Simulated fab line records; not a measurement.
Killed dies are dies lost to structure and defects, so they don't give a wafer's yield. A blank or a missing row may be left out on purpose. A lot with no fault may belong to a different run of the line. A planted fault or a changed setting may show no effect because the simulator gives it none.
Which tool is to blame? | flow gf180mcu | 13 lots with 39 wafers sampled at 2 steps, on a route of 602 steps

## WHAT THE GAUGES READ, wafer by wafer
GF_M2_OVL_MEAS_15. Usual: M2_OVL -2 nm, standard deviation 5.2.
lot  | measured     | on         | M2_OVL (nm) | flag
L550 | day 19 08:44 | overlay-01 | -2 -8 -4    |
L552 | day 20 00:06 | overlay-02 | -2 -5 1     |
L555 | day 21 06:18 | overlay-02 | 0 5 -6      |
L556 | day 21 13:49 | overlay-01 | -7 -7 -7    |
L557 | day 21 21:40 | overlay-02 | -13 -8 -17  |
L564 | day 24 08:46 | overlay-02 | -3 1 -1     |
L565 | day 24 21:46 | overlay-02 | -1 2 6      |
L566 | day 25 03:11 | overlay-02 | 2 -1 1      |
L567 | day 25 13:10 | overlay-01 | -2 -1 5     |
L569 | day 25 22:23 | overlay-01 | -9 -6 -4    |
L570 | day 26 02:28 | overlay-02 | -4 -7 -9    |
L571 | day 26 12:02 | overlay-01 | 6 1 2       |
L572 | day 26 17:44 | overlay-02 | -6 -5 -7    |

## WHICH TOOL RAN EACH LOT (tool, then ch and the chambers of the sampled wafers, then the start)
lot  | GF_M2_SPUTTER_04
L550 | pvd_sputter-02, day 18 08:25
L552 | pvd_sputter-02, day 18 23:13
L555 | pvd_sputter-02, day 20 06:10
L556 | pvd_sputter-02, day 20 14:00
L557 | pvd_sputter-01, day 20 21:19
L564 | pvd_sputter-02, day 23 10:35
L565 | pvd_sputter-04, day 23 23:52
L566 | pvd_sputter-02, day 24 05:14
L567 | pvd_sputter-04, day 24 15:31
L569 | pvd_sputter-04, day 25 01:21
L570 | pvd_sputter-04, day 25 05:09
L571 | pvd_sputter-04, day 25 14:49
L572 | pvd_sputter-02, day 25 21:01
- GF_M2_SPUTTER_04: material TiN, target thk 50 nm, time 41.7 s.

## AS READ BY THE TOOLS THEMSELVES (means over the sampled wafers that have a number; for cases with no such wafer, the mark the record gives instead)
GF_M2_SPUTTER_04. Usual: 29.2 % for throttle_valve_pct, sd 1.4.
lot  | tool           | throttle_valve_pct (%) | flag
L550 | pvd_sputter-02 | 29.0                   |
L552 | pvd_sputter-02 | 29.6                   |
L555 | pvd_sputter-02 | 28.3                   |
L556 | pvd_sputter-02 | 29.5                   |
L557 | pvd_sputter-01 | 29.9                   |
L564 | pvd_sputter-02 | 27.6                   |
L565 | pvd_sputter-04 | 29.3                   |
L566 | pvd_sputter-02 | 27.5                   |
L567 | pvd_sputter-04 | 28.6                   |
L569 | pvd_sputter-04 | 29.0                   |
L570 | pvd_sputter-04 | 29.8                   |
L571 | pvd_sputter-04 | 29.9                   |
L572 | pvd_sputter-02 | 27.7                   |

## THE ANSWER, worked out from the rows above alone
Rule: take the mean of a lot's wafers that have a number; if it is more than 3 standard deviations from the usual mean, the lot is off. Also off: a lot with no number at a reading for which 4 or more lots have one. All remaining lots with rows at the step are treated as sound. The gauges are gone through in route order, then the tools' own readings, and for those a lot's mean is taken as printed above. The first step at which some lot is off is used, and at that step the reading that is off furthest; a lot without a number counts as furthest.
No lot is off on any of the readings shown, so nothing can be concluded from this.

## WHAT THE SIMULATOR HAD INSERTED
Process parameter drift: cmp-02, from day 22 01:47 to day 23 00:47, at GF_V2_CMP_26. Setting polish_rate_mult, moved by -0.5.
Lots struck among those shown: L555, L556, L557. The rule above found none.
